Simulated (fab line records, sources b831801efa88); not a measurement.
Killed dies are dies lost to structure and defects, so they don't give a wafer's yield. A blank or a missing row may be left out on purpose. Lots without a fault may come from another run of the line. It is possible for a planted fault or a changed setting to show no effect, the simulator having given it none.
Which tool did it? ; flow gf180mcu ; 13 lots with 39 wafers sampled at 5 steps, on a route of 602 steps

## WHAT EACH GAUGE READ, for each wafer
GF_HV_LDD_OVL_MEAS_20. Usual: HV_LDD_01_OVL -0.2 nm, standard deviation 1.5.
lot;measured;on;HV_LDD_01_OVL (nm);flag
L551;day 11 08:55;overlay-01;3.6 1.9 -0.5;
L552;day 11 14:04;overlay-01;0.4 0.5 -0.1;
L554;day 12 04:59;overlay-01;-0.3 0.2 0.6;
L556;day 12 20:25;overlay-02;-1.4 -0.5 -1.5;
L557;day 13 02:55;overlay-02;0.6 -0.6 0.5;
L560;day 14 03:33;overlay-02;-2.3 -1.7 -1.8;
L561;day 14 06:07;overlay-02;-1.2 -2.2 -1.4;
L562;day 14 21:07;overlay-01;4.3 1.0 2.4;
L564;day 15 08:06;overlay-01;0.0 0.4 2.0;
L566;day 16 02:37;overlay-02;1.5 1.3 0.2;
L570;day 17 07:13;overlay-01;0.3 -1.6 1.6;
L572;day 17 19:49;overlay-01;1.2 1.6 1.6;
L574;day 18 13:36;overlay-02;-0.3 -1.6 -1.2;

GF_NSD_CD_MEAS_07: the cd target is 400 nm. Usual: cdNm reads 400.8 nm (standard deviation 1.9).
lot;measured;on;cdNm (nm);flag
L551;day 14 02:21;cdSem-01;399.4 401.4 401.0;
L552;day 14 07:29;cdSem-02;401.6 401.8 400.4;
L554;day 15 00:21;cdSem-02;401.4 399.2 401.1;
L556;day 15 17:18;cdSem-02;402.5 403.9 403.5;
L557;day 16 00:34;cdSem-02;400.8 398.9 399.8;
L560;day 17 01:22;cdSem-02;390.0 388.5 389.1;OFF
L561;day 17 04:37;cdSem-02;398.8 400.2 401.3;
L562;day 17 22:53;cdSem-01;389.4 387.2 386.8;OFF
L564;day 18 10:48;cdSem-02;387.6 388.8 388.7;OFF
L566;day 19 06:18;cdSem-01;391.4 392.4 391.7;OFF
L570;day 20 13:34;cdSem-01;401.6 402.0 400.7;
L572;day 21 01:51;cdSem-01;403.0 402.8 402.8;
L574;day 21 18:51;cdSem-01;400.9 400.1 400.1;

GF_NSD_TW_MEAS_12. Usual: NSD_TW 4209, standard deviation 23.
lot;measured;on;NSD_TW;flag
L551;day 14 02:55;filmMetro-01;4193 4194 4203;
L552;day 14 08:04;filmMetro-01;4202 4232 4229;
L554;day 15 00:54;filmMetro-02;4222 4210 4216;
L556;day 15 18:28;filmMetro-02;4235 4235 4215;
L557;day 16 01:07;filmMetro-01;4203 4167 4159;
L560;day 17 01:55;filmMetro-03;4202 4196 4209;
L561;day 17 05:08;filmMetro-03;4236 4232 4199;
L562;day 17 23:26;filmMetro-03;4236 4220 4241;
L564;day 18 11:21;filmMetro-01;4178 4199 4188;
L566;day 19 06:50;filmMetro-03;4199 4220 4216;
L570;day 20 14:07;filmMetro-02;4221 4200 4198;
L572;day 21 02:25;filmMetro-03;4191 4202 4200;
L574;day 21 19:25;filmMetro-01;4152 4171 4147;

## EACH LOT AND THE TOOL THAT RAN IT (in order: tool; ch and the chambers of the sampled wafers; start)
lot;GF_POLY_GATE_ETCH_13;GF_NSD_EXPOSE_04
L551;rieSi-02 ch 0,1,3, day 9 16:03;ilineStepper-01 ch 0, day 13 15:59
L552;rieSi-02 ch 1,2, day 9 22:20;ilineStepper-02 ch 0, day 13 20:47
L554;rieSi-02 ch 1,2,3, day 10 11:43;ilineStepper-02 ch 0, day 14 13:57
L556;rieSi-01 ch 0,1,2, day 11 03:03;ilineStepper-02 ch 0, day 15 07:02
L557;rieSi-02 ch 0,1,2, day 11 08:43;ilineStepper-01 ch 0, day 15 13:23
L560;rieSi-01 ch 0,1, day 12 08:40;ilineStepper-01 ch 0, day 16 14:15
L561;rieSi-01 ch 0,1,2, day 12 10:21;ilineStepper-02 ch 0, day 16 17:41
L562;rieSi-02 ch 0,3, day 13 00:55;ilineStepper-01 ch 0, day 17 10:39
L564;rieSi-02 ch 1,2, day 13 10:28;ilineStepper-01 ch 0, day 17 23:23
L566;rieSi-02 ch 0,1,2, day 14 04:01;ilineStepper-01 ch 0, day 18 18:09
L570;rieSi-01 ch 0,2,3, day 15 07:01;ilineStepper-02 ch 0, day 20 01:18
L572;rieSi-01 ch 1,2, day 15 18:30;ilineStepper-02 ch 0, day 20 13:37
L574;rieSi-02 ch 1,2,3, day 16 10:52;ilineStepper-02 ch 0, day 21 07:23
- GF_POLY_GATE_ETCH_13: etches poly-Si in HBr/Cl2, stops on SiO2, target depth 198.5 nm, time 69.6 s.
- GF_NSD_EXPOSE_04: exposes mask Nplus, target cd 400 nm.

## AS READ BY THE TOOLS THEMSELVES (means over the sampled wafers that have a number; for cases with no such wafer, the mark the record gives instead)
GF_POLY_GATE_ETCH_13. Usual: drypumpMotorCurrentA 5.9 A, standard deviation 0.41; oesProductAu 0.991 a.u., standard deviation 0.0078; throttleValvePct 33.684 %, standard deviation 0.0096.
lot;tool;drypumpMotorCurrentA (A);oesProductAu (a.u.);throttleValvePct (%);flag
L551;rieSi-02;5.7;0.989;33.689;
L552;rieSi-02;5.9;0.986;33.689;
L554;rieSi-02;5.6;0.992;33.687;
L556;rieSi-01;6.1;0.992;33.683;
L557;rieSi-02;6.0;0.989;33.681;
L560;rieSi-01;6.3;1.003;33.685;
L561;rieSi-01;6.1;0.994;33.686;
L562;rieSi-02;6.1;1.010;33.692;
L564;rieSi-02;5.9;0.988;33.688;
L566;rieSi-02;6.0;0.993;33.684;
L570;rieSi-01;5.8;0.989;33.681;
L572;rieSi-01;6.3;0.993;33.678;
L574;rieSi-02;5.6;0.993;33.690;

GF_NSD_EXPOSE_04. Usual: exposureDoseMJCm2 143.0, standard deviation 0.82; focusOffsetNm 0.2 nm, standard deviation 0.51.
lot;tool;exposureDoseMJCm2;focusOffsetNm (nm);flag
L551;ilineStepper-01;142.4;0.3;
L552;ilineStepper-02;143.8;0.6;
L554;ilineStepper-02;143.9;-0.3;
L556;ilineStepper-02;143.8;-0.1;
L557;ilineStepper-01;142.2;-0.1;
L560;ilineStepper-01;135.2;-0.8;OFF
L561;ilineStepper-02;143.8;-0.5;
L562;ilineStepper-01;136.7;0.7;OFF
L564;ilineStepper-01;137.7;0.3;OFF
L566;ilineStepper-01;138.7;0.4;OFF
L570;ilineStepper-02;144.0;0.4;
L572;ilineStepper-02;143.9;-0.3;
L574;ilineStepper-02;143.7;0.6;

## THE ANSWER, worked out from the rows above alone
Rule: a lot counts as off when the mean over its wafers that have a number is more than 3 standard deviations away from the usual mean. A lot without any number at a reading at which 4 lots or more have one is off too. Any other lot the step has rows for is counted as sound. After the gauges, taken in route order, come the tools' own readings; for these a lot's mean is taken, as printed above. The first step at which some lot is off is used, and at that step the reading that is off furthest; a lot without a number counts as furthest.
Off at GF_NSD_CD_MEAS_07 (cdNm): L560, L562, L564, L566.
If a tool, at a process step before that reading, ran all the lots that are off and no sound lot after the first of them, it fits. Not tried: the gauges at GF_NSD_CD_MEAS_07; whatever is off there is also off at GF_NSD_EXPOSE_04, on other tools, and gauge error can't account for it. One fits: ilineStepper-01 at GF_NSD_EXPOSE_04. Its last sound lot is L557 (day 15 13:23), its first lot that is off L560 (day 16 14:15): a fault that began between those two fits.
On the lots that are off, the tool's own readings at GF_NSD_EXPOSE_04 differ by more than 5 times the standard deviation of the sound lots' means, which bears it out; exposureDoseMJCm2 reads 137.1 there versus 143.5 on the sound lots.

## WHAT THE SIMULATOR PUT IN
Process parameter drift: ilineStepper-01, from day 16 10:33 on, at GF_NSD_EXPOSE_04. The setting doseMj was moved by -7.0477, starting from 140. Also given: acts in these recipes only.
Struck lots among those shown: L560, L562, L564, L566. The rule above reached the same finding.
